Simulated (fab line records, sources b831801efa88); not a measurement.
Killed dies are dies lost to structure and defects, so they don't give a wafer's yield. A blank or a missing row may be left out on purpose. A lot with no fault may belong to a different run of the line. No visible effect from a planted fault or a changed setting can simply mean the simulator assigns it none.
fab line records :: flow sky130
[record]
  lots = 6
  wafers = 18
  lastDay = 50
route steps=708 shown LDD_HVP@286 LDD_LDN@289 PAD_OPEN@708
lots with no fault: from the same line, run without faults
startH: hours from the record's first day to the start of the lot's first wafer shown :: waitH: hours elapsed since this lot's preceding step :: " repeats the value in the row above :: L1.1+2: several wafers, shown together as one row :: - no value, or no start given :: * or withheld: withheld :: < > ~ a bound
route shown NAME@n: NAME is a module with steps in the file, n the number in the route of the first one :: usual: the fault-free wafers' mean and standard deviation :: same: alike in all rows :: chamber/n: place in a boat :: sites: each site's reading :: _std_site: the standard deviation of these :: _edge_site: inner sites' mean taken away from outer sites' mean :: radiusMm: how far each site lies from the wafer's centre :: mask NAME#n: copy n :: behind: the tool/chamber that last shaped the wafer :: hold: cause of the lot's hold/its duration in hours/its outcome :: device: the transistor (n, p or np) that didn't switch :: end of line: the tests these same wafers got at the end of their route :: a step given without rows: its recipe and nothing more :: killed: the dies lost at the first sort to structure and to defects; this is not the yield of the wafer :: map: per-die view of a wafer (x killed, . not killed, _ where there is no die)
set.NAME: setting as actually run; set.NAME@STEP: the setting as run at that earlier step :: model.NAME: the simulator's own value behind a step, which no gauge read
lots at some steps of the route; a table a step, a row a wafer
services: when a tool's chamber went out of use (startH, in hours from the record's first day, below 0 if earlier), for how many hours, and the reason
[[steps]]
[step SKY_LDD_HVP_IMPLANT_08]
[recipe]
  species = B
  energyKev = 20
  doseCm2 = 1.685e+13
  tiltDeg = 17.9
[step SKY_LDD_HVP_STRIP_09]
[recipe]
  chemistry = O2/N2
  powerW = 1400
  pressureMtorr = 1500
  platenTempC = withheld
  o2FlowSccm = 3000
  n2FlowSccm = 300
  overashFraction = 0.5
[usual]
  drypumpMotorCurrentA = 5.8/0.51
  oesProductAu = 0.408/0.0048
  stripTimeToEndpointS = 4.132/0.015
[same]
  overashFraction = 0.5
lot.wafer: L563.1
tool: plasmaAsher-02
chamber: 1
startH: 516.72
waitH: 0.1
drypumpMotorCurrentA: 6.4
oesProductAu: 0.408
rfHoursCounterH: 82
stripTimeToEndpointS: 4.124

lot.wafer: L563.2
tool: plasmaAsher-02
chamber: 0
startH: 516.72
waitH: 0.1
drypumpMotorCurrentA: 5.4
oesProductAu: 0.413
rfHoursCounterH: 82
stripTimeToEndpointS: 4.139

lot.wafer: L563.5
tool: plasmaAsher-02
chamber: 0
startH: 516.72
waitH: 0.1
drypumpMotorCurrentA: 5.5
oesProductAu: 0.410
rfHoursCounterH: -
stripTimeToEndpointS: 4.118

lot.wafer: L567.1
tool: plasmaAsher-01
chamber: 0
startH: 545.20
waitH: 0.1
drypumpMotorCurrentA: 5.5
oesProductAu: 0.409
rfHoursCounterH: 44
stripTimeToEndpointS: 4.138

lot.wafer: L567.2
tool: plasmaAsher-01
chamber: 1
startH: 545.20
waitH: 0.1
drypumpMotorCurrentA: 6.4
oesProductAu: 0.412
rfHoursCounterH: 44
stripTimeToEndpointS: 4.134

lot.wafer: L567.6
tool: plasmaAsher-01
chamber: 1
startH: 545.20
waitH: 0.1
drypumpMotorCurrentA: 6.4
oesProductAu: 0.418
rfHoursCounterH: -
stripTimeToEndpointS: 4.130

lot.wafer: L568.3
tool: plasmaAsher-02
chamber: 1
startH: 556.15
waitH: 0.1
drypumpMotorCurrentA: 6.5
oesProductAu: 0.404
rfHoursCounterH: -
stripTimeToEndpointS: 4.116

lot.wafer: L568.4
tool: plasmaAsher-02
chamber: 0
startH: 556.15
waitH: 0.1
drypumpMotorCurrentA: 5.4
oesProductAu: 0.415
rfHoursCounterH: -
stripTimeToEndpointS: 4.139

lot.wafer: L568.5
tool: plasmaAsher-02
chamber: 1
startH: 556.15
waitH: 0.1
drypumpMotorCurrentA: 6.4
oesProductAu: 0.405
rfHoursCounterH: -
stripTimeToEndpointS: 4.109

lot.wafer: L580.2
tool: plasmaAsher-01
chamber: 1
startH: 655.92
waitH: 0.1
drypumpMotorCurrentA: 6.4
oesProductAu: 0.400
rfHoursCounterH: 56
stripTimeToEndpointS: 4.098

lot.wafer: L580.3
tool: plasmaAsher-01
chamber: 0
startH: 655.92
waitH: 0.1
drypumpMotorCurrentA: 5.5
oesProductAu: 0.401
rfHoursCounterH: -
stripTimeToEndpointS: 4.114

lot.wafer: L580.6
tool: plasmaAsher-01
chamber: 0
startH: 655.92
waitH: 0.1
drypumpMotorCurrentA: 5.5
oesProductAu: 0.415
rfHoursCounterH: -
stripTimeToEndpointS: 4.119

lot.wafer: L579.2
tool: plasmaAsher-04
chamber: 0
startH: 656.07
waitH: 0.1
drypumpMotorCurrentA: 6.2
oesProductAu: 0.419
rfHoursCounterH: 22
stripTimeToEndpointS: 4.138

lot.wafer: L579.5
tool: plasmaAsher-04
chamber: 1
startH: 656.07
waitH: 0.1
drypumpMotorCurrentA: 5.2
oesProductAu: 0.407
rfHoursCounterH: -
stripTimeToEndpointS: 4.144

lot.wafer: L579.6
tool: plasmaAsher-04
chamber: 0
startH: 656.07
waitH: 0.1
drypumpMotorCurrentA: 6.2
oesProductAu: 0.411
rfHoursCounterH: -
stripTimeToEndpointS: 4.128

lot.wafer: L584.2
tool: plasmaAsher-02
chamber: 1
startH: 691.17
waitH: 0.1
drypumpMotorCurrentA: 6.4
oesProductAu: 0.402
rfHoursCounterH: 99
stripTimeToEndpointS: 4.137

lot.wafer: L584.4
tool: plasmaAsher-02
chamber: 1
startH: 691.17
waitH: 0.1
drypumpMotorCurrentA: 6.4
oesProductAu: 0.408
rfHoursCounterH: -
stripTimeToEndpointS: 4.097

lot.wafer: L584.6
tool: plasmaAsher-02
chamber: 0
startH: 691.17
waitH: 0.1
drypumpMotorCurrentA: 5.4
oesProductAu: 0.405
rfHoursCounterH: -
stripTimeToEndpointS: 4.103
[step SKY_LDD_HVP_TW_MEAS_10]
[usual]
  LDD_HVP_TW = 453/3.9
lot.wafer: L563.1
tool: filmMetro-04
chamber: -
startH: 516.82
waitH: 0.1
LDD_HVP_TW: 456

lot.wafer: L563.2
tool: filmMetro-04
chamber: -
startH: 516.82
waitH: 0.1
LDD_HVP_TW: 455

lot.wafer: L563.5
tool: filmMetro-04
chamber: -
startH: 516.82
waitH: 0.1
LDD_HVP_TW: 457

lot.wafer: L567.1
tool: filmMetro-03
chamber: -
startH: 545.30
waitH: 0.1
LDD_HVP_TW: 457

lot.wafer: L567.2
tool: filmMetro-03
chamber: -
startH: 545.30
waitH: 0.1
LDD_HVP_TW: 458

lot.wafer: L567.6
tool: filmMetro-03
chamber: -
startH: 545.30
waitH: 0.1
LDD_HVP_TW: 457

lot.wafer: L568.3
tool: filmMetro-04
chamber: -
startH: 556.24
waitH: 0.1
LDD_HVP_TW: 454

lot.wafer: L568.4
tool: filmMetro-04
chamber: -
startH: 556.24
waitH: 0.1
LDD_HVP_TW: 455

lot.wafer: L568.5
tool: filmMetro-04
chamber: -
startH: 556.24
waitH: 0.1
LDD_HVP_TW: 457

lot.wafer: L580.2
tool: filmMetro-04
chamber: -
startH: 656.03
waitH: 0.1
LDD_HVP_TW: 456

lot.wafer: L580.3
tool: filmMetro-04
chamber: -
startH: 656.03
waitH: 0.1
LDD_HVP_TW: 457

lot.wafer: L580.6
tool: filmMetro-04
chamber: -
startH: 656.03
waitH: 0.1
LDD_HVP_TW: 455

lot.wafer: L579.2
tool: filmMetro-04
chamber: -
startH: 656.18
waitH: 0.1
LDD_HVP_TW: 456

lot.wafer: L579.5
tool: filmMetro-04
chamber: -
startH: 656.18
waitH: 0.1
LDD_HVP_TW: 457

lot.wafer: L579.6
tool: filmMetro-04
chamber: -
startH: 656.18
waitH: 0.1
LDD_HVP_TW: 457

lot.wafer: L584.2
tool: filmMetro-02
chamber: -
startH: 691.28
waitH: 0.1
LDD_HVP_TW: 448

lot.wafer: L584.4
tool: filmMetro-02
chamber: -
startH: 691.28
waitH: 0.1
LDD_HVP_TW: 448

lot.wafer: L584.6
tool: filmMetro-02
chamber: -
startH: 691.28
waitH: 0.1
LDD_HVP_TW: 450
[step SKY_LDD_LDN_DEHYDRATE_00]
[recipe]
  tempC = 200
  timeS = 60
[step SKY_LDD_LDN_HMDS_01]
[recipe]
  primeTimeS = 60
  primeTempC = 120
[step SKY_LDD_LDN_COAT_02]
[recipe]
  resist = NOVOLAK
  spinRpm = 3000
  resistThkNm = 1140
[step SKY_LDD_LDN_SOFTBAKE_03]
[recipe]
  tempC = 90
  timeS = 60
  resist = NOVOLAK
[step SKY_LDD_LDN_EXPOSE_04]
[recipe]
  maskId = LDNTM
  na = 0.6
  sourceShape = conventional
  sigmaOuter = 0.6
  polarization = unpolarized
  targetCdNm = 700
  doseMj = 140
[step SKY_LDD_LDN_PEB_05]
[recipe]
  tempC = withheld
  timeS = *
  resist = NOVOLAK
[step SKY_LDD_LDN_DEVELOP_06]
[recipe]
  resist = NOVOLAK
  developer = TMAH
  developTimeS = 60
  devTempC = 23
[step SKY_LDD_LDN_OVL_MEAS_07]
[usual]
  LDD_LDN_OVL = -0.5/1.4
lot.wafer: L563.1
tool: overlay-01
chamber: -
startH: 546.78
waitH: 0.1
LDD_LDN_OVL[nm]: -0.2

lot.wafer: L563.2
tool: overlay-01
chamber: -
startH: 546.78
waitH: 0.1
LDD_LDN_OVL[nm]: -0.8

lot.wafer: L563.5
tool: overlay-01
chamber: -
startH: 546.78
waitH: 0.1
LDD_LDN_OVL[nm]: -0.6

lot.wafer: L567.1
tool: overlay-01
chamber: -
startH: 574.78
waitH: 0.1
LDD_LDN_OVL[nm]: 0.5

lot.wafer: L567.2
tool: overlay-01
chamber: -
startH: 574.78
waitH: 0.1
LDD_LDN_OVL[nm]: -0.2

lot.wafer: L567.6
tool: overlay-01
chamber: -
startH: 574.78
waitH: 0.1
LDD_LDN_OVL[nm]: -0.6

lot.wafer: L568.3
tool: overlay-01
chamber: -
startH: 585.98
waitH: 0.1
LDD_LDN_OVL[nm]: -1.0

lot.wafer: L568.4
tool: overlay-01
chamber: -
startH: 585.98
waitH: 0.1
LDD_LDN_OVL[nm]: -1.2

lot.wafer: L568.5
tool: overlay-01
chamber: -
startH: 585.98
waitH: 0.1
LDD_LDN_OVL[nm]: -1.3

lot.wafer: L580.2
tool: overlay-01
chamber: -
startH: 683.97
waitH: 0.1
LDD_LDN_OVL[nm]: -1.9

lot.wafer: L580.3
tool: overlay-01
chamber: -
startH: 683.97
waitH: 0.1
LDD_LDN_OVL[nm]: -1.0

lot.wafer: L580.6
tool: overlay-01
chamber: -
startH: 683.97
waitH: 0.1
LDD_LDN_OVL[nm]: -0.6

lot.wafer: L579.2
tool: overlay-01
chamber: -
startH: 684.27
waitH: 0.1
LDD_LDN_OVL[nm]: 1.5

lot.wafer: L579.5
tool: overlay-01
chamber: -
startH: 684.27
waitH: 0.1
LDD_LDN_OVL[nm]: -1.2

lot.wafer: L579.6
tool: overlay-01
chamber: -
startH: 684.27
waitH: 0.1
LDD_LDN_OVL[nm]: -2.2

lot.wafer: L584.2
tool: overlay-01
chamber: -
startH: 718.98
waitH: 0.1
LDD_LDN_OVL[nm]: -1.9

lot.wafer: L584.4
tool: overlay-01
chamber: -
startH: 718.98
waitH: 0.1
LDD_LDN_OVL[nm]: -2.7

lot.wafer: L584.6
tool: overlay-01
chamber: -
startH: 718.98
waitH: 0.1
LDD_LDN_OVL[nm]: 0.0
[step SKY_LDD_LDN_IMPLANT_08]
[recipe]
  species = As
  energyKev = 15
  doseCm2 = 1.25e+13
  tiltDeg = withheld
  rotationDeg = 23
[step SKY_LDD_LDN_IMPLANT_09]
[recipe]
  species = As
  energyKev = 15
  doseCm2 = 1.25e+13
  tiltDeg = withheld
  rotationDeg = 113
[usual]
  beamEnergyKeV = 14.999/0.0045
  doseIonsCm2 = 1.25e+13/1.2e+10
lot.wafer: L563.1
tool: implanter-03
chamber: 0
startH: 546.96
waitH: 0.1
beamEnergyKeV: 15.003
doseIonsCm2: 1.2503e+13
model.implant.drpNm: 5.933

lot.wafer: L563.2
tool: implanter-03
chamber: 0
startH: 546.96
waitH: 0.1
beamEnergyKeV: 15.003
doseIonsCm2: 1.249e+13
model.implant.drpNm: 5.933

lot.wafer: L563.5
tool: implanter-03
chamber: 0
startH: 546.96
waitH: 0.1
beamEnergyKeV: 15.008
doseIonsCm2: 1.2482e+13
model.implant.drpNm: 5.933

lot.wafer: L567.1
tool: implanter-01
chamber: 0
startH: 574.96
waitH: 0.1
beamEnergyKeV: 13.810
doseIonsCm2: 1.2477e+13
model.implant.drpNm: 5.604

lot.wafer: L567.2
tool: implanter-01
chamber: 0
startH: 574.96
waitH: 0.1
beamEnergyKeV: 13.812
doseIonsCm2: 1.2489e+13
model.implant.drpNm: 5.604

lot.wafer: L567.6
tool: implanter-01
chamber: 0
startH: 574.96
waitH: 0.1
beamEnergyKeV: 13.811
doseIonsCm2: 1.2498e+13
model.implant.drpNm: 5.604

lot.wafer: L568.3
tool: implanter-01
chamber: 0
startH: 586.20
waitH: 0.1
beamEnergyKeV: 13.808
doseIonsCm2: 1.2491e+13
model.implant.drpNm: 5.604

lot.wafer: L568.4
tool: implanter-01
chamber: 0
startH: 586.20
waitH: 0.1
beamEnergyKeV: 13.810
doseIonsCm2: 1.2501e+13
model.implant.drpNm: 5.604

lot.wafer: L568.5
tool: implanter-01
chamber: 0
startH: 586.20
waitH: 0.1
beamEnergyKeV: 13.807
doseIonsCm2: 1.2492e+13
model.implant.drpNm: 5.604

lot.wafer: L580.2
tool: implanter-01
chamber: 0
startH: 684.18
waitH: 0.1
beamEnergyKeV: 15.004
doseIonsCm2: 1.2504e+13
model.implant.drpNm: 5.933

lot.wafer: L580.3
tool: implanter-01
chamber: 0
startH: 684.18
waitH: 0.1
beamEnergyKeV: 15.003
doseIonsCm2: 1.249e+13
model.implant.drpNm: 5.933

lot.wafer: L580.6
tool: implanter-01
chamber: 0
startH: 684.18
waitH: 0.1
beamEnergyKeV: 15.007
doseIonsCm2: 1.2492e+13
model.implant.drpNm: 5.933

lot.wafer: L579.2
tool: implanter-03
chamber: 0
startH: 685.28
waitH: 0.9
beamEnergyKeV: 14.997
doseIonsCm2: 1.2502e+13
model.implant.drpNm: 5.933

lot.wafer: L579.5
tool: implanter-03
chamber: 0
startH: 685.28
waitH: 0.9
beamEnergyKeV: 15.001
doseIonsCm2: 1.2511e+13
model.implant.drpNm: 5.933

lot.wafer: L579.6
tool: implanter-03
chamber: 0
startH: 685.28
waitH: 0.9
beamEnergyKeV: 15.000
doseIonsCm2: 1.2503e+13
model.implant.drpNm: 5.933

lot.wafer: L584.2
tool: implanter-03
chamber: 0
startH: 719.19
waitH: 0.1
beamEnergyKeV: 15.001
doseIonsCm2: 1.2476e+13
model.implant.drpNm: 5.933

lot.wafer: L584.4
tool: implanter-03
chamber: 0
startH: 719.19
waitH: 0.1
beamEnergyKeV: 14.996
doseIonsCm2: 1.2489e+13
model.implant.drpNm: 5.933

lot.wafer: L584.6
tool: implanter-03
chamber: 0
startH: 719.19
waitH: 0.1
beamEnergyKeV: 14.993
doseIonsCm2: 1.2491e+13
model.implant.drpNm: 5.933
[step SKY_LDD_LDN_IMPLANT_10]
[recipe]
  species = As
  energyKev = 15
  doseCm2 = 1.25e+13
  tiltDeg = withheld
  rotationDeg = 203
[step SKY_PAD_OPEN_PROBE_99]
[usual]
  killed_at_M0_to_M3 = 43/5.9
  killed_at_M4_up = 3.3/1.9
  killedAtContacts = 24/5.6
  killedAtFrontEnd = 15/4.1
  killedAtOther = 0.4/0.66
  killedDies = 86/9
  killedOpen = 47/6.9
  killedShort = 39/6.2
[same]
  grossDies = 492
  killedAtBackSide = 0
lot.wafer: L563.1
tool: prober-01
chamber: -
startH: 1087.00
waitH: 0.1
killed_at_M0_to_M3: 37
killed_at_M4_up: 3
killedAtContacts: 26
killedAtFrontEnd: 18
killedAtOther: 1
killedDies: 85
killedOpen: 49
killedShort: 35

lot.wafer: L563.2
tool: prober-01
chamber: -
startH: 1087.05
waitH: 0.1
killed_at_M0_to_M3: 48
killed_at_M4_up: 3
killedAtContacts: 26
killedAtFrontEnd: 19
killedAtOther: 3
killedDies: 99
killedOpen: 45
killedShort: 51

lot.wafer: L563.5
tool: prober-01
chamber: -
startH: 1087.20
waitH: 0.2
killed_at_M0_to_M3: 43
killed_at_M4_up: 3
killedAtContacts: 21
killedAtFrontEnd: 18
killedAtOther: 1
killedDies: 86
killedOpen: 40
killedShort: 42

lot.wafer: L567.1
tool: prober-01
chamber: -
startH: 1105.80
waitH: 0.1
killed_at_M0_to_M3: 39
killed_at_M4_up: 0
killedAtContacts: 25
killedAtFrontEnd: 15
killedAtOther: 0
killedDies: 79
killedOpen: 50
killedShort: 28

lot.wafer: L567.2
tool: prober-01
chamber: -
startH: 1105.85
waitH: 0.1
killed_at_M0_to_M3: 45
killed_at_M4_up: 2
killedAtContacts: 21
killedAtFrontEnd: 10
killedAtOther: 0
killedDies: 78
killedOpen: 38
killedShort: 39

lot.wafer: L567.6
tool: prober-01
chamber: -
startH: 1106.05
waitH: 0.2
killed_at_M0_to_M3: 45
killed_at_M4_up: 2
killedAtContacts: 27
killedAtFrontEnd: 16
killedAtOther: 0
killedDies: 90
killedOpen: 52
killedShort: 36

lot.wafer: L568.3
tool: prober-02
chamber: -
startH: 1107.67
waitH: 0.2
killed_at_M0_to_M3: 40
killed_at_M4_up: 6
killedAtContacts: 22
killedAtFrontEnd: 13
killedAtOther: 0
killedDies: 81
killedOpen: 43
killedShort: 38

lot.wafer: L568.4
tool: prober-02
chamber: -
startH: 1107.72
waitH: 0.2
killed_at_M0_to_M3: 48
killed_at_M4_up: 1
killedAtContacts: 16
killedAtFrontEnd: 13
killedAtOther: 0
killedDies: 78
killedOpen: 42
killedShort: 36

lot.wafer: L568.5
tool: prober-02
chamber: -
startH: 1107.77
waitH: 0.2
killed_at_M0_to_M3: 39
killed_at_M4_up: 2
killedAtContacts: 32
killedAtFrontEnd: 17
killedAtOther: 0
killedDies: 90
killedOpen: 51
killedShort: 38

lot.wafer: L580.2
tool: prober-01
chamber: -
startH: 1177.72
waitH: 0.1
killed_at_M0_to_M3: 55
killed_at_M4_up: 8
killedAtContacts: 22
killedAtFrontEnd: 9
killedAtOther: 0
killedDies: 94
killedOpen: 51
killedShort: 43

lot.wafer: L580.3
tool: prober-01
chamber: -
startH: 1177.77
waitH: 0.2
killed_at_M0_to_M3: 46
killed_at_M4_up: 3
killedAtContacts: 41
killedAtFrontEnd: 17
killedAtOther: 0
killedDies: 107
killedOpen: 67
killedShort: 39

lot.wafer: L580.6
tool: prober-01
chamber: -
startH: 1177.92
waitH: 0.2
killed_at_M0_to_M3: 42
killed_at_M4_up: 2
killedAtContacts: 20
killedAtFrontEnd: 14
killedAtOther: 0
killedDies: 78
killedOpen: 43
killedShort: 34
// killed by level:class
L563.1 CONTACT:geometricParticle:open=10 VIA1:geometricParticle:open=7 FIELD_ISO:geometricParticle:open=6 LI_CONTACT:geometricParticle:open=6 METAL2:geometricParticle:short=5 VIA2:geometricParticle:open=5 LOCAL_INTERCONNECT:geometricParticle:short=4 VIA2:geometricParticle:short=4
L563.2 CONTACT:geometricParticle:open=15 METAL2:geometricParticle:short=11 FIELD_ISO:geometricParticle:short=9 VIA1:geometricParticle:open=7 VIA2:geometricParticle:open=7 VIA3:geometricParticle:open=6 CONTACT:geometricParticle:short=5 METAL3:geometricParticle:short=5
L563.5 CONTACT:geometricParticle:open=9 METAL2:geometricParticle:short=9 VIA1:geometricParticle:short=6 VIA2:geometricParticle:open=6 CONTACT:geometricParticle:short=5 VIA1:geometricParticle:open=5 FIELD_ISO:geometricParticle:open=4 FIELD_ISO:geometricParticle:short=4
L567.1 CONTACT:geometricParticle:open=12 VIA1:geometricParticle:open=10 CONTACT:geometricParticle:short=7 VIA2:geometricParticle:open=6 VIA3:geometricParticle:open=6 SPACER:geometricParticle:open=5 METAL1:geometricParticle:short=4 VIA2:geometricParticle:short=4
L567.2 METAL1:geometricParticle:short=9 CONTACT:geometricParticle:open=9 METAL2:geometricParticle:short=7 VIA2:geometricParticle:open=6 VIA1:geometricParticle:short=5 VIA1:geometricParticle:open=5 CONTACT:geometricParticle:short=4 METAL3:geometricParticle:short=4
L567.6 CONTACT:geometricParticle:open=13 VIA1:geometricParticle:open=12 METAL2:geometricParticle:short=8 LI_CONTACT:geometricParticle:open=6 CONTACT:geometricParticle:short=5 VIA2:geometricParticle:open=5 VIA3:geometricParticle:open=5 POLY_GATE:geometricParticle:short=4
L568.3 LI_CONTACT:geometricParticle:open=7 VIA3:geometricParticle:open=7 VIA1:geometricParticle:open=7 VIA1:geometricParticle:short=7 CONTACT:geometricParticle:short=6 CONTACT:geometricParticle:open=5 VIA2:geometricParticle:open=5 VIA3:geometricParticle:short=5
L568.4 METAL2:geometricParticle:short=10 VIA1:geometricParticle:open=8 VIA3:geometricParticle:open=8 CONTACT:geometricParticle:open=7 METAL3:geometricParticle:short=5 VIA2:geometricParticle:open=4 LI_CONTACT:geometricParticle:open=4 FIELD_ISO:geometricParticle:short=3
L568.5 CONTACT:geometricParticle:open=14 VIA2:geometricParticle:open=8 LI_CONTACT:geometricParticle:open=7 VIA1:geometricParticle:open=6 FIELD_ISO:geometricParticle:open=5 VIA3:geometricParticle:open=5 CONTACT:geometricParticle:short=5 METAL2:geometricParticle:short=5
L580.2 VIA3:geometricParticle:open=12 VIA1:geometricParticle:open=11 VIA2:geometricParticle:open=8 LI_CONTACT:geometricParticle:open=7 METAL2:geometricParticle:short=7 CONTACT:geometricParticle:open=6 METAL4:geometricParticle:short=6 LOCAL_INTERCONNECT:geometricParticle:short=5
L580.3 CONTACT:geometricParticle:open=19 VIA1:geometricParticle:open=16 LI_CONTACT:geometricParticle:open=13 FIELD_ISO:geometricParticle:open=6 VIA1:geometricParticle:short=6 METAL2:geometricParticle:short=5 LI_CONTACT:geometricParticle:short=5 VIA3:geometricParticle:open=5
L580.6 CONTACT:geometricParticle:open=11 VIA1:geometricParticle:open=10 METAL2:geometricParticle:short=8 VIA3:geometricParticle:open=6 METAL1:geometricParticle:short=5 FIELD_ISO:geometricParticle:open=4 CONTACT:geometricParticle:short=4 FIELD_ISO:geometricParticle:short=3
[[services]]
tool: plasmaAsher-04
chamber: -
startH: 500.80
hours: 1.5
kind: repair

tool: implanter-01
chamber: -
startH: 513.39
hours: 2.7
kind: repair

tool: plasmaAsher-02
chamber: -
startH: 532.22
hours: 3.3
kind: repair

tool: plasmaAsher-04
chamber: -
startH: 543.02
hours: 10.0
kind: pm

tool: plasmaAsher-02
chamber: -
startH: 550.34
hours: 2.8
kind: pm

tool: implanter-01
chamber: -
startH: 583.79
hours: 2.1
kind: repair

tool: implanter-03
chamber: -
startH: 589.15
hours: 3.6
kind: pm

tool: implanter-01
chamber: -
startH: 644.64
hours: 17.3
kind: pm

tool: implanter-03
chamber: -
startH: 658.51
hours: 1.2
kind: repair

tool: plasmaAsher-04
chamber: -
startH: 696.43
hours: 2.8
kind: pm
[[key]]
[firstSign]
  step = SKY_LDD_LDN_IMPLANT_09
  reading = beamEnergyKeV
  direction = down
  sigmas = 99+
  usual = *
  struck = *
effect none on later readings
[modelEffect]
  step = SKY_LDD_LDN_IMPLANT_09
  value = implant.drpNm
  without = 5.933
  struck = 5.604
metAt SKY_LDD_LDN_IMPLANT_09
struckWafers L567.1,L567.2,L567.6,L568.3,L568.4,L568.5
testerLeftOut L567,L568
[fault]
  kind = processParameterDrift
  tool = implanter-01
  chamber = -
  onsetH = 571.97
  steps = SKY_LDD_LDN_IMPLANT_09
  channel = energyKev
  offset = *
  shape = step
  endH = 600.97
  actsIn = *
  stated = *
// testerLeftOut: of these lots the tester's yield and bins aren't shown, on N5 and GAA mostly nor the transistor test; their killed dies are dies lost to structure and defects alone, not to doping, threshold or leakage, so they don't give the yield
